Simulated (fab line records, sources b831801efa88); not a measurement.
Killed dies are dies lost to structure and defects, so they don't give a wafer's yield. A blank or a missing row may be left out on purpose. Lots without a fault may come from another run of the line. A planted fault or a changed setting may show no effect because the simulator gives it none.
Which tool did it? | flow gf180mcu | 13 lots, 39 wafers sampled, at 5 steps of a route of 602

WHAT THE GAUGES READ, wafer by wafer
GF_M1_CD_MEAS_14: target cd 230 nm. Usual: cd_nm 230.3 nm, standard deviation 1.4.
lot  | measured     | on        | cd_nm (nm)        | flag
L451 | day 17 01:20 | cd_sem-02 | 230.2 232.1 230.9 |
L452 | day 17 09:10 | cd_sem-02 | 231.3 232.6 231.3 |
L454 | day 18 01:02 | cd_sem-01 | 229.1 229.1 229.1 |
L456 | day 19 00:58 | cd_sem-02 | 230.4 230.2 231.8 |
L457 | day 19 06:20 | cd_sem-01 | 229.9 230.2 229.2 |
L458 | day 20 02:58 | cd_sem-02 | 231.2 231.1 230.3 |
L460 | day 20 14:55 | cd_sem-01 | 232.0 231.7 231.9 |
L461 | day 20 21:40 | cd_sem-01 | 229.0 229.0 228.4 |
L462 | day 21 06:05 | cd_sem-01 | 228.5 231.3 231.0 |
L463 | day 21 14:32 | cd_sem-01 | 232.3 231.9 232.1 |
L464 | day 22 00:26 | cd_sem-01 | 232.5 230.3 232.0 |
L467 | day 23 01:21 | cd_sem-01 | 228.3 227.8 227.7 |
L474 | day 25 17:25 | cd_sem-02 | 229.4 230.9 231.0 |

GF_M1_OVL_MEAS_15. Usual: M1_OVL 1 nm, standard deviation 4.9.
lot  | measured     | on         | M1_OVL (nm) | flag
L451 | day 17 01:28 | overlay-02 | -2 -5 -2    |
L452 | day 17 09:16 | overlay-01 | 1 -1 4      |
L454 | day 18 01:09 | overlay-01 | 3 1 3       |
L456 | day 19 01:04 | overlay-01 | 4 1 2       |
L457 | day 19 06:27 | overlay-01 | -7 -3 -4    |
L458 | day 20 03:05 | overlay-02 | 8 9 6       |
L460 | day 20 15:01 | overlay-01 | 4 -1 3      |
L461 | day 20 21:47 | overlay-01 | -3 9 -2     |
L462 | day 21 06:12 | overlay-02 | 9 -2 -2     |
L463 | day 21 14:39 | overlay-01 | -5 -5 3     |
L464 | day 22 00:33 | overlay-01 | -2 -4 3     |
L467 | day 23 01:28 | overlay-02 | 10 4 10     |
L474 | day 25 17:32 | overlay-02 | 11 6 11     |

GF_V1_CD_MEAS_14: target cd 260 nm. Usual: cd_nm 260.0 nm, standard deviation 1.4.
lot  | measured     | on        | cd_nm (nm)                          | flag
L451 | day 18 01:37 | cd_sem-01 | 260.3 259.4 259.7                   |
L452 | day 18 08:50 | cd_sem-01 | 259.2 259.0 260.3                   |
L454 | day 19 02:42 | cd_sem-01 | 261.7 261.7 260.2                   |
L456 | day 20 02:10 | cd_sem-02 | 260.2 259.2 259.3                   |
L457 | day 20 08:26 | cd_sem-01 | 262.6 263.2 262.4                   |
L458 | day 21 04:07 | cd_sem-01 | 259.5 260.0 259.2                   |
L460 | day 21 16:46 | cd_sem-01 | 259.9 259.8 259.8                   |
L461 | day 21 22:50 | cd_sem-01 | 260.7 260.0 259.4                   |
L462 | day 22 07:10 | cd_sem-01 | 261.4 259.9 260.8                   |
L463 | day 22 15:26 | cd_sem-01 | 260.2 261.5 261.4                   |
L464 | day 23 01:02 | cd_sem-01 | 261.5 266.8 260.3 261.2 266.7 260.5 |
L467 | day 24 01:13 | cd_sem-01 | 261.1 262.2 260.6                   |
L474 | day 26 15:52 | cd_sem-01 | 259.2 258.7 259.3                   |

WHICH TOOL RAN EACH LOT (tool, then ch and the chambers of the sampled wafers, then the start)
lot  | GF_M1_SPUTTER_01             | GF_V1_EXPOSE_11
L451 | pvd_sputter-02, day 16 03:07 | krf_scanner-01 ch 0, day 17 14:32
L452 | pvd_sputter-02, day 16 10:01 | krf_scanner-01 ch 0, day 17 22:02
L454 | pvd_sputter-02, day 17 01:46 | krf_scanner-02 ch 0, day 18 14:38
L456 | pvd_sputter-04, day 18 00:58 | krf_scanner-01 ch 0, day 19 13:55
L457 | pvd_sputter-01, day 18 05:40 | krf_scanner-02 ch 0, day 19 20:40
L458 | pvd_sputter-01, day 19 02:27 | krf_scanner-02 ch 0, day 20 16:17
L460 | pvd_sputter-04, day 19 14:32 | krf_scanner-02 ch 0, day 21 04:58
L461 | pvd_sputter-04, day 19 21:59 | krf_scanner-01 ch 0, day 21 11:05
L462 | pvd_sputter-04, day 20 05:17 | krf_scanner-02 ch 0, day 21 19:52
L463 | pvd_sputter-01, day 20 14:22 | krf_scanner-02 ch 0, day 22 03:43
L464 | pvd_sputter-04, day 21 00:08 | krf_scanner-02 ch 0, day 22 13:35
L467 | pvd_sputter-02, day 22 02:20 | krf_scanner-01 ch 0, day 23 14:08
L474 | pvd_sputter-01, day 24 19:57 | krf_scanner-02 ch 0, day 26 05:04
- GF_M1_SPUTTER_01: material TiN, target thk 30 nm, time 25 s.
- GF_V1_EXPOSE_11: exposes mask Via1, target cd 260 nm.

WHAT THE TOOLS THEMSELVES READ (means of the sampled wafers that have a number; where no wafer has one, the mark that the record gives instead)
GF_M1_SPUTTER_01. Usual: throttle_valve_pct 30.0 %, standard deviation 0.85.
lot  | tool           | throttle_valve_pct (%) | flag
L451 | pvd_sputter-02 | 30.0                   |
L452 | pvd_sputter-02 | 29.9                   |
L454 | pvd_sputter-02 | 29.6                   |
L456 | pvd_sputter-04 | 31.4                   |
L457 | pvd_sputter-01 | 29.6                   |
L458 | pvd_sputter-01 | 29.9                   |
L460 | pvd_sputter-04 | 29.6                   |
L461 | pvd_sputter-04 | 30.7                   |
L462 | pvd_sputter-04 | 31.2                   |
L463 | pvd_sputter-01 | 29.7                   |
L464 | pvd_sputter-04 | 30.7                   |
L467 | pvd_sputter-02 | 29.2                   |
L474 | pvd_sputter-01 | 30.1                   |

GF_V1_EXPOSE_11. Usual: focus_offset_nm 0.1 nm, standard deviation 0.55.
lot  | tool           | focus_offset_nm (nm) | flag
L451 | krf_scanner-01 | 0.5                  |
L452 | krf_scanner-01 | 0.2                  |
L454 | krf_scanner-02 | 0.6                  |
L456 | krf_scanner-01 | 0.1                  |
L457 | krf_scanner-02 | 0.1                  |
L458 | krf_scanner-02 | 0.1                  |
L460 | krf_scanner-02 | -0.4                 |
L461 | krf_scanner-01 | -0.2                 |
L462 | krf_scanner-02 | 0.5                  |
L463 | krf_scanner-02 | -0.2                 |
L464 | krf_scanner-02 | 0.8                  |
L467 | krf_scanner-01 | 0.6                  |
L474 | krf_scanner-02 | -0.2                 |

THE ANSWER, worked out from the rows above alone
Rule: a lot is off if the mean of its wafers that have a number lies more than 3 standard deviations from the usual mean. A lot without any number at a reading at which 4 lots or more have one is off too. The other lots that the step has rows for count as sound. The gauges are gone through in route order, then the tools' own readings, and for those a lot's mean is taken as printed above. The first step at which some lot is off is used, and at that step the reading that is off furthest; a lot without a number counts as furthest.
No lot is off at any reading shown: from this, nothing can be told.

WHAT THE SIMULATOR HAD PUT IN
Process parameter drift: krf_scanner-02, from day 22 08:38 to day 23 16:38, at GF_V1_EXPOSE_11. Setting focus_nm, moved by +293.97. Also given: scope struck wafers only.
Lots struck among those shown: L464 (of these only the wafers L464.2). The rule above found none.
